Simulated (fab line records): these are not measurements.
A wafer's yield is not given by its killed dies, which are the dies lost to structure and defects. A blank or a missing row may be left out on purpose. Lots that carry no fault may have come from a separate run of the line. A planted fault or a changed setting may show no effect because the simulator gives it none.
One fault through the eyes of 2 desks :: flow gf180mcu :: every desk sees just its own numbers, and what lay behind them comes last

## FOR THE TOOL OWNER'S DESK: plasma-asher-02
The tool's own readings at GF_M1_STRIP_17 (strips in O2/N2): means of the sampled wafers that have a number, for each lot that ran on this tool. Marked OUT: a lot whose mean sits more than 4 standard deviations from the usual mean, which makes it out of limits; the brackets give that distance.
Columns: A = drypump-motor-current-A at GF_M1_STRIP_17, usual 5.7 A; B = heater-power-w at GF_M1_STRIP_17, usual 316 W; C = oes-product-au at GF_M1_STRIP_17, usual 0.557 a.u.; D = strip-time-to-endpoint-s at GF_M1_STRIP_17, usual 7.85 s
lot: L489
first seen here: day 16 17:01
A: 6.0
B: 308
C: 0.554
D: 7.85

lot: L497
first seen here: day 20 06:50
A: 6.0
B: 310
C: 0.552
D: 7.86

lot: L498
first seen here: day 21 05:58
A: 6.0
B: 310
C: 0.560
D: 7.89

lot: L504
first seen here: day 22 21:14
A: 6.2
B: 307
C: 0.559
D: 7.35 (-11) OUT

lot: L505
first seen here: day 23 08:31
A: 5.7
B: 314
C: 0.557
D: 7.36 (-11) OUT
Finding of this desk: L504, L505 out of limits; the first was L504 at day 22 21:14, on strip-time-to-endpoint-s at GF_M1_STRIP_17. Within limits: L489, L497, L498.

## METROLOGY DESK
What the gauges read, lot by lot, whatever tool the lot ran on: means of the sampled wafers that have a number. Marked OUT: a lot whose mean sits more than 4 standard deviations from the usual mean, which makes it out of limits; the brackets give that distance.
Columns: A = CONTACT_W_THK at GF_CONTACT_THK_MEAS_26, usual 304 nm; B = M1_ALCU_THK at GF_M1_THK_MEAS_06, usual 451 nm; C = V1_BOW at GF_V1_BOW_MEAS_05, usual 84 um
lot: L489
first seen here: day 15 19:30
A: 299
B: 452
C: 85

lot: L490
first seen here: day 16 01:20
A: 297
B: 456
C: 83

lot: L491
first seen here: day 16 18:02
A: 306
B: 446
C: 84

lot: L492
first seen here: day 16 22:26
A: 300
B: 447
C: 91

lot: L493
first seen here: day 17 14:10
A: 302
B: 457
C: 96

lot: L495
first seen here: day 18 05:12
A: 308
B: 448
C: 81

lot: L497
first seen here: day 19 05:50
A: 306
B: 455
C: 91

lot: L498
first seen here: day 20 05:11
A: 304
B: 450
C: 86

lot: L504
first seen here: day 21 20:55
A: 299
B: 457
C: 83

lot: L505
first seen here: day 22 08:45
A: 315
B: 448
C: 84

lot: L507
first seen here: day 22 12:59
A: 313
B: 460
C: 82

lot: L511
first seen here: day 24 02:01
A: 302
B: 449
C: 79

lot: L512
first seen here: day 24 12:22
A: 310
B: 448
C: 90
This desk found nothing out of limits on any of the 13 lots.

## BROUGHT TOGETHER
At day 22 21:14, on L504, L505, the tool owner's desk was in a position to raise an alarm.
Metrology desk: nothing out of limits seen.
The metrology desk has L504, L505 on record, within its limits.
Of the lots named, all ran GF_M1_STRIP_17 on plasma-asher-02.

## WHAT THE SIMULATOR PUT IN
Process parameter drift: plasma-asher-02, from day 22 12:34 on, at GF_M1_STRIP_17. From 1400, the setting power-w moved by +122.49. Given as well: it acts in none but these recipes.
Lots struck among those shown: L504, L505.
Time in hours from fault onset to the first out-of-limits reading at each desk: the tool owner's desk, 9.
